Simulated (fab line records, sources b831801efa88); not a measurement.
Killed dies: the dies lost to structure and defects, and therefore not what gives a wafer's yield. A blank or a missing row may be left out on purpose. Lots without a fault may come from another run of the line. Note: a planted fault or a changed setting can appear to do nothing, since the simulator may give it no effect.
Which tool is to blame? :: flow gf180mcu :: 30 wafers from 10 lots sampled at 6 of the route's 602 steps

## WHAT THE GAUGES SHOWED, per wafer
GF_TOP_METAL_RS_MEAS_05: measures by four-point-probe.
lot: L873
measured: day 28 07:40
on: film_metro-01
TOP_METAL_ALCU_RS (ohm/sq): 0.0324 0.0323 0.0321

lot: L876
measured: day 29 03:16
on: film_metro-01
TOP_METAL_ALCU_RS (ohm/sq): 0.0324 0.0321 0.0321

lot: L878
measured: day 29 20:22
on: film_metro-01
TOP_METAL_ALCU_RS (ohm/sq): 0.0326 0.0324 0.0321

lot: L881
measured: day 30 17:33
on: film_metro-01
TOP_METAL_ALCU_RS (ohm/sq): 0.0328 0.0330 0.0331

lot: L883
measured: day 31 02:59
on: film_metro-04
TOP_METAL_ALCU_RS (ohm/sq): 0.0330 0.0327 0.0331

lot: L885
measured: day 31 18:32
on: film_metro-01
TOP_METAL_ALCU_RS (ohm/sq): 0.0329 0.0325 0.0326

lot: L886
measured: day 32 01:06
on: film_metro-01
TOP_METAL_ALCU_RS (ohm/sq): 0.0322 0.0321 0.0322

lot: L889
measured: day 32 18:36
on: film_metro-01
TOP_METAL_ALCU_RS (ohm/sq): 0.0326 0.0327 0.0329

lot: L893
measured: day 33 14:34
on: film_metro-04
TOP_METAL_ALCU_RS (ohm/sq): 0.0604 0.0605 0.0605

lot: L894
measured: day 33 18:55
on: film_metro-04
TOP_METAL_ALCU_RS (ohm/sq): 0.0609 0.0606 0.0618

GF_TOP_METAL_THK_MEAS_06: measures by xrf.
lot: L873
measured: day 28 07:47
on: film_metro-01
TOP_METAL_ALCU_THK (nm): 923 927 933

lot: L876
measured: day 29 03:23
on: film_metro-01
TOP_METAL_ALCU_THK (nm): 911 921 920

lot: L878
measured: day 29 20:29
on: film_metro-01
TOP_METAL_ALCU_THK (nm): 908 912 921

lot: L881
measured: day 30 17:40
on: film_metro-01
TOP_METAL_ALCU_THK (nm): 899 896 886

lot: L883
measured: day 31 03:05
on: film_metro-04
TOP_METAL_ALCU_THK (nm): 896 905 889

lot: L885
measured: day 31 18:38
on: film_metro-01
TOP_METAL_ALCU_THK (nm): 899 910 906

lot: L886
measured: day 32 01:13
on: film_metro-01
TOP_METAL_ALCU_THK (nm): 917 922 918

lot: L889
measured: day 32 18:42
on: film_metro-01
TOP_METAL_ALCU_THK (nm): 906 903 904

lot: L893
measured: day 33 14:41
on: film_metro-04
TOP_METAL_ALCU_THK (nm): 494 494 494

lot: L894
measured: day 33 19:02
on: film_metro-04
TOP_METAL_ALCU_THK (nm): 488 494 482

## WHICH TOOL RAN EACH LOT (tool, then ch and the chambers of the sampled wafers, then the start)
lot: L873
GF_V5_SPUTTER_22: pvd_sputter-02, day 28 06:49
GF_TOP_METAL_SPUTTER_00: pvd_sputter-02, day 28 07:27
GF_TOP_METAL_SPUTTER_02: pvd_sputter-02, day 28 07:35
GF_TOP_METAL_SPUTTER_03: pvd_sputter-02, day 28 07:37

lot: L876
GF_V5_SPUTTER_22: pvd_sputter-03, day 29 02:24
GF_TOP_METAL_SPUTTER_00: pvd_sputter-02, day 29 03:02
GF_TOP_METAL_SPUTTER_02: pvd_sputter-02, day 29 03:10
GF_TOP_METAL_SPUTTER_03: pvd_sputter-02, day 29 03:12

lot: L878
GF_V5_SPUTTER_22: pvd_sputter-03, day 29 19:27
GF_TOP_METAL_SPUTTER_00: pvd_sputter-04, day 29 20:09
GF_TOP_METAL_SPUTTER_02: pvd_sputter-04, day 29 20:17
GF_TOP_METAL_SPUTTER_03: pvd_sputter-04, day 29 20:19

lot: L881
GF_V5_SPUTTER_22: pvd_sputter-03, day 30 16:42
GF_TOP_METAL_SPUTTER_00: pvd_sputter-01, day 30 17:20
GF_TOP_METAL_SPUTTER_02: pvd_sputter-01, day 30 17:28
GF_TOP_METAL_SPUTTER_03: pvd_sputter-01, day 30 17:30

lot: L883
GF_V5_SPUTTER_22: pvd_sputter-04, day 31 02:06
GF_TOP_METAL_SPUTTER_00: pvd_sputter-01, day 31 02:43
GF_TOP_METAL_SPUTTER_02: pvd_sputter-01, day 31 02:50
GF_TOP_METAL_SPUTTER_03: pvd_sputter-01, day 31 02:53

lot: L885
GF_V5_SPUTTER_22: pvd_sputter-04, day 31 17:38
GF_TOP_METAL_SPUTTER_00: pvd_sputter-01, day 31 18:16
GF_TOP_METAL_SPUTTER_02: pvd_sputter-01, day 31 18:24
GF_TOP_METAL_SPUTTER_03: pvd_sputter-01, day 31 18:27

lot: L886
GF_V5_SPUTTER_22: pvd_sputter-03, day 32 00:15
GF_TOP_METAL_SPUTTER_00: pvd_sputter-02, day 32 00:53
GF_TOP_METAL_SPUTTER_02: pvd_sputter-02, day 32 01:01
GF_TOP_METAL_SPUTTER_03: pvd_sputter-02, day 32 01:04

lot: L889
GF_V5_SPUTTER_22: pvd_sputter-03, day 32 17:42
GF_TOP_METAL_SPUTTER_00: pvd_sputter-02, day 32 18:20
GF_TOP_METAL_SPUTTER_02: pvd_sputter-02, day 32 18:28
GF_TOP_METAL_SPUTTER_03: pvd_sputter-02, day 32 18:31

lot: L893
GF_V5_SPUTTER_22: pvd_sputter-04, day 33 13:42
GF_TOP_METAL_SPUTTER_00: pvd_sputter-02, day 33 14:20
GF_TOP_METAL_SPUTTER_02: pvd_sputter-02, day 33 14:28
GF_TOP_METAL_SPUTTER_03: pvd_sputter-02, day 33 14:31

lot: L894
GF_V5_SPUTTER_22: pvd_sputter-04, day 33 17:57
GF_TOP_METAL_SPUTTER_00: pvd_sputter-02, day 33 18:41
GF_TOP_METAL_SPUTTER_02: pvd_sputter-02, day 33 18:49
GF_TOP_METAL_SPUTTER_03: pvd_sputter-02, day 33 18:52
- GF_V5_SPUTTER_22: material TiN, target thk 10 nm, time 40 s.
- GF_TOP_METAL_SPUTTER_00: material Ti, target thk 37.5 nm, time 150 s.
- GF_TOP_METAL_SPUTTER_02: material AlCu, target thk 900 nm, time 47.82 s.
- GF_TOP_METAL_SPUTTER_03: material Ti, target thk 5 nm, time 3.3 s.

## WHAT THE TOOLS THEMSELVES READ (means of the sampled wafers that have a number; where no wafer has one, the mark that the record gives instead)
GF_V5_SPUTTER_22.
lot: L873
tool: pvd_sputter-02
cathode_dc_power_W (W): 4000.0
throttle_valve_pct (%): 29.5

lot: L876
tool: pvd_sputter-03
cathode_dc_power_W (W): 4000.6
throttle_valve_pct (%): 30.5

lot: L878
tool: pvd_sputter-03
cathode_dc_power_W (W): 4000.5
throttle_valve_pct (%): 30.6

lot: L881
tool: pvd_sputter-03
cathode_dc_power_W (W): 3999.6
throttle_valve_pct (%): 30.9

lot: L883
tool: pvd_sputter-04
cathode_dc_power_W (W): 3999.6
throttle_valve_pct (%): 29.4

lot: L885
tool: pvd_sputter-04
cathode_dc_power_W (W): 4000.5
throttle_valve_pct (%): 30.9

lot: L886
tool: pvd_sputter-03
cathode_dc_power_W (W): 3999.3
throttle_valve_pct (%): 31.0

lot: L889
tool: pvd_sputter-03
cathode_dc_power_W (W): 3999.8
throttle_valve_pct (%): 29.9

lot: L893
tool: pvd_sputter-04
cathode_dc_power_W (W): 3999.1
throttle_valve_pct (%): 29.9

lot: L894
tool: pvd_sputter-04
cathode_dc_power_W (W): 4000.7
throttle_valve_pct (%): 30.2

GF_TOP_METAL_SPUTTER_00.
lot: L873
tool: pvd_sputter-02
cathode_dc_power_W (W): 3999.9
throttle_valve_pct (%): 29.5

lot: L876
tool: pvd_sputter-02
cathode_dc_power_W (W): 4000.2
throttle_valve_pct (%): 29.4

lot: L878
tool: pvd_sputter-04
cathode_dc_power_W (W): 4000.5
throttle_valve_pct (%): 29.4

lot: L881
tool: pvd_sputter-01
cathode_dc_power_W (W): 3999.9
throttle_valve_pct (%): 30.3

lot: L883
tool: pvd_sputter-01
cathode_dc_power_W (W): 4000.9
throttle_valve_pct (%): 30.1

lot: L885
tool: pvd_sputter-01
cathode_dc_power_W (W): 4000.9
throttle_valve_pct (%): 30.2

lot: L886
tool: pvd_sputter-02
cathode_dc_power_W (W): 4000.5
throttle_valve_pct (%): 29.6

lot: L889
tool: pvd_sputter-02
cathode_dc_power_W (W): 3999.7
throttle_valve_pct (%): 30.2

lot: L893
tool: pvd_sputter-02
cathode_dc_power_W (W): 4000.8
throttle_valve_pct (%): 29.9

lot: L894
tool: pvd_sputter-02
cathode_dc_power_W (W): 4000.3
throttle_valve_pct (%): 30.0

GF_TOP_METAL_SPUTTER_02.
lot: L873
tool: pvd_sputter-02
cathode_dc_power_W (W): 10598
throttle_valve_pct (%): 29.4

lot: L876
tool: pvd_sputter-02
cathode_dc_power_W (W): 10601
throttle_valve_pct (%): 29.6

lot: L878
tool: pvd_sputter-04
cathode_dc_power_W (W): 10599
throttle_valve_pct (%): 29.4

lot: L881
tool: pvd_sputter-01
cathode_dc_power_W (W): 10601
throttle_valve_pct (%): 30.2

lot: L883
tool: pvd_sputter-01
cathode_dc_power_W (W): 10598
throttle_valve_pct (%): 30.1

lot: L885
tool: pvd_sputter-01
cathode_dc_power_W (W): 10600
throttle_valve_pct (%): 30.0

lot: L886
tool: pvd_sputter-02
cathode_dc_power_W (W): 10600
throttle_valve_pct (%): 29.6

lot: L889
tool: pvd_sputter-02
cathode_dc_power_W (W): 10601
throttle_valve_pct (%): 30.3

lot: L893
tool: pvd_sputter-02
cathode_dc_power_W (W): 5676
throttle_valve_pct (%): 29.7

lot: L894
tool: pvd_sputter-02
cathode_dc_power_W (W): 5678
throttle_valve_pct (%): 30.0

GF_TOP_METAL_SPUTTER_03.
lot: L873
tool: pvd_sputter-02
cathode_dc_power_W (W): 2999.8
throttle_valve_pct (%): 29.4

lot: L876
tool: pvd_sputter-02
cathode_dc_power_W (W): 2999.8
throttle_valve_pct (%): 29.3

lot: L878
tool: pvd_sputter-04
cathode_dc_power_W (W): 3000.0
throttle_valve_pct (%): 29.5

lot: L881
tool: pvd_sputter-01
cathode_dc_power_W (W): 3000.2
throttle_valve_pct (%): 30.1

lot: L883
tool: pvd_sputter-01
cathode_dc_power_W (W): 3000.2
throttle_valve_pct (%): 30.3

lot: L885
tool: pvd_sputter-01
cathode_dc_power_W (W): 3000.4
throttle_valve_pct (%): 30.2

lot: L886
tool: pvd_sputter-02
cathode_dc_power_W (W): 2999.6
throttle_valve_pct (%): 29.8

lot: L889
tool: pvd_sputter-02
cathode_dc_power_W (W): 2999.7
throttle_valve_pct (%): 30.2

lot: L893
tool: pvd_sputter-02
cathode_dc_power_W (W): 3000.4
throttle_valve_pct (%): 29.9

lot: L894
tool: pvd_sputter-02
cathode_dc_power_W (W): 3000.0
throttle_valve_pct (%): 29.8

## THE ANSWER, worked out from the rows above alone
Rule: what is usual is taken from the lots themselves. Put in order of their means at a reading, lots are off if they are a third of the lots or fewer, leave a main group of 4 or more, and stand apart from it by a gap of 3 or more times the standard deviation of the main group's means; of several such gaps the widest counts. A main group is skipped when, at the precision printed for the reading in the tables above, its means are all equal. A lot without any number at a reading at which 4 lots or more have one is off too. Where the step has rows for the other lots, those lots are counted as sound. First the gauges in route order, then the tools' own readings, where a lot's mean is used as printed above. The first step at which some lot is off is used, and at that step the reading that is off furthest; a lot without a number counts as furthest.
Off: L893, L894, at GF_TOP_METAL_RS_MEAS_05 (TOP_METAL_ALCU_RS). For the main group the mean is 0.0325 ohm/sq and the standard deviation 0.00031.
If a tool, at a process step before that reading, ran all the lots that are off and no sound lot after the first of them, it fits. The gauges at GF_TOP_METAL_RS_MEAS_05 aren't tried: what is off there is off at GF_TOP_METAL_SPUTTER_02 too, on other tools, and a gauge's error can't cause that. Can't be told from this: 2 tools fit, pvd_sputter-04 at GF_V5_SPUTTER_22, pvd_sputter-02 at GF_TOP_METAL_SPUTTER_00 and GF_TOP_METAL_SPUTTER_02 and GF_TOP_METAL_SPUTTER_03.

## WHAT WAS PUT IN BY THE SIMULATOR
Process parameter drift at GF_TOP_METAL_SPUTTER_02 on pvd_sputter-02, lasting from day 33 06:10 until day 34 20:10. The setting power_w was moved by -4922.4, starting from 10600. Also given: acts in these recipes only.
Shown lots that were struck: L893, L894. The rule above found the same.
